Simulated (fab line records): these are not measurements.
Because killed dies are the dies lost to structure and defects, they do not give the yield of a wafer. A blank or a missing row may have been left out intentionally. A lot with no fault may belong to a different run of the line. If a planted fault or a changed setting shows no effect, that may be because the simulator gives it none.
One fault through the eyes of 2 desks / flow sfqLine / each desk has only its own numbers; what lay behind them comes last

## THE TOOL OWNER'S DESK: lithoTrack-02
The tool's own readings at SFQ_TRILAYER_I1_VIA_LITHO_COAT_049 (resist thk 650 nm): means of the sampled wafers that have a number, for each lot that ran on this tool. The brackets show how far a lot's mean lies from the usual mean; more than 4 standard deviations puts the lot out of limits, marked OUT.
Columns: A = resistLineTempC at SFQ_TRILAYER_I1_VIA_LITHO_COAT_049, usual 23.00 C
lot=L649; first seen here=day 15 09:31; A=22.99
lot=L659; first seen here=day 19 04:45; A=22.81
lot=L660; first seen here=day 19 10:45; A=22.93
lot=L663; first seen here=day 20 02:43; A=22.97
This desk found nothing out of limits on any of the 4 lots.

## AT THE METROLOGY DESK
What the gauges read for every lot (on any tool): the sampled wafers with a number, averaged. The brackets show how far a lot's mean lies from the usual mean; more than 4 standard deviations puts the lot out of limits, marked OUT.
Columns: A = M1_OVL at SFQ_M1_OVL_MEAS_911, usual -2 nm; B = I1_BOW at SFQ_I1_BOW_MEAS_912, usual 2 um; C = I1_OVL at SFQ_I1_OVL_MEAS_913, usual -8 nm
lot=L649; first seen here=day 15 00:47; A=-0; B=-8; C=-8
lot=L659; first seen here=day 18 12:17; A=2; B=5; C=0
lot=L660; first seen here=day 18 17:05; A=0; B=-4; C=-3
lot=L663; first seen here=day 19 13:29; A=-6; B=-6; C=-14
lot=L665; first seen here=day 20 04:39; A=-7; B=-5; C=-4
lot=L670; first seen here=day 21 21:05; A=2; B=8; C=-1
This desk found nothing out of limits on any of the 6 lots.

## TAKEN TOGETHER
Nothing out of limits was seen by the tool owner's desk.
The metrology desk saw nothing out of limits.

## WHAT HAD BEEN PUT IN BY THE SIMULATOR
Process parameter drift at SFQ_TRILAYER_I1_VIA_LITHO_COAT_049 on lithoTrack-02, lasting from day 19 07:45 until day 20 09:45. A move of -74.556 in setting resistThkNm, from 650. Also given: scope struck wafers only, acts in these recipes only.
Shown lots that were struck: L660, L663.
